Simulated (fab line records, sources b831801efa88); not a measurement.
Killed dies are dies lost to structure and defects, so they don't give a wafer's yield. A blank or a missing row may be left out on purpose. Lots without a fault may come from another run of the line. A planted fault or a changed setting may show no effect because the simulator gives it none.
Problem report in the 8D (eight disciplines) form, filled by code | flow gf180mcu | the parts of the form that need people (team, actions taken, sign-off) are left out

1. THE PROBLEM
developer_temp_C at GF_LVPWELL_DEVELOP_06 reads a mean of 22.00 C on 6 wafers of 2 lots; wafers without a fault read 23.00 C with a standard deviation of 0.097. That is -10 standard deviations from the usual mean.
The step: develop time 60 s.
First seen on wafer L102.1, day 7 05:00, on litho_track-04. The record holds 42 wafers of 14 lots with a number at this step. Rule for "out", or "out of limits": more than 4 standard deviations from the usual mean. The other wafers with a number count as sound.

2. WHAT IT IS AND WHAT IT IS NOT
question                    | is                     | is not
which readings at this step | developer_temp_C       | -
which lots                  | L102, L103             | L100, L104, L107, L108, L109, L110, L987, L988, L990, L991, L992, L993
which wafers of those lots  | all that have a number | -
read on which tools         | litho_track-04         | litho_track-01, litho_track-02
when                        | from day 7 05:00       | up to then (21 sound wafers); but 15 sound wafers of L104, L107, L108, L109, L110 came after

3. SUSPECTS, AND WHAT RULES EACH OUT
Counting: a tool at a process step up to the reading stays a suspect if it ran every lot that is out and no sound lot after the first of them.
- plasma_asher-01 at GF_DNWELL_STRIP_08 (strips in O2/N2): kept. It ran every lot that is out, first L102 (day 6 00:50), and no sound lot after that; its last sound lot up to then is L100 (day 5 15:47).
- litho_track-04 at GF_LVPWELL_DEVELOP_06 (develop time 60 s): kept. It ran every lot that is out, first L102 (day 7 05:00), and no sound lot after that; its last sound lot up to then is L100 (day 6 20:00). Its own readings are out on those wafers: developer_temp_C.
Left after counting: plasma_asher-01 at GF_DNWELL_STRIP_08, litho_track-04 at GF_LVPWELL_DEVELOP_06.

4. THE CAUSE (what the simulator had put in)
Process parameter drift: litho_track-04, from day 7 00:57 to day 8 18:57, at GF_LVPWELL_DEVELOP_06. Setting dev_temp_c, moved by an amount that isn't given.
Counting left 2 suspects, and this tool is among them.

5. THE CHAIN OF EFFECTS, in route order
Each row: a reading whose mean over the struck wafers that have a number lies more than 3 standard deviations from the usual. Only readings for which the record gives a usual standard deviation are gone through. hours: the time from each lot's start at the first step in this table that gives one to its start at this step, as a median over the lots. sigmas: the change in usual standard deviations.
hours | step                  | reading          | usual   | on struck wafers | change | sigmas
0     | GF_LVPWELL_DEVELOP_06 | developer_temp_C | 23.00 C | 22.00            | -1.00  | -10
The process steps in it:
- GF_LVPWELL_DEVELOP_06: develop time 60 s.
Later measuring or inspecting steps at which every struck wafer that the step has a row for has a number for every such reading, and none has moved that far: GF_VT_IMPLANT_TW_MEAS_10.

6. WHAT WOULD HAVE CAUGHT IT SOONER
In this record the first reading out of limits was taken at day 7 05:00, 4 hours after the fault began at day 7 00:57.
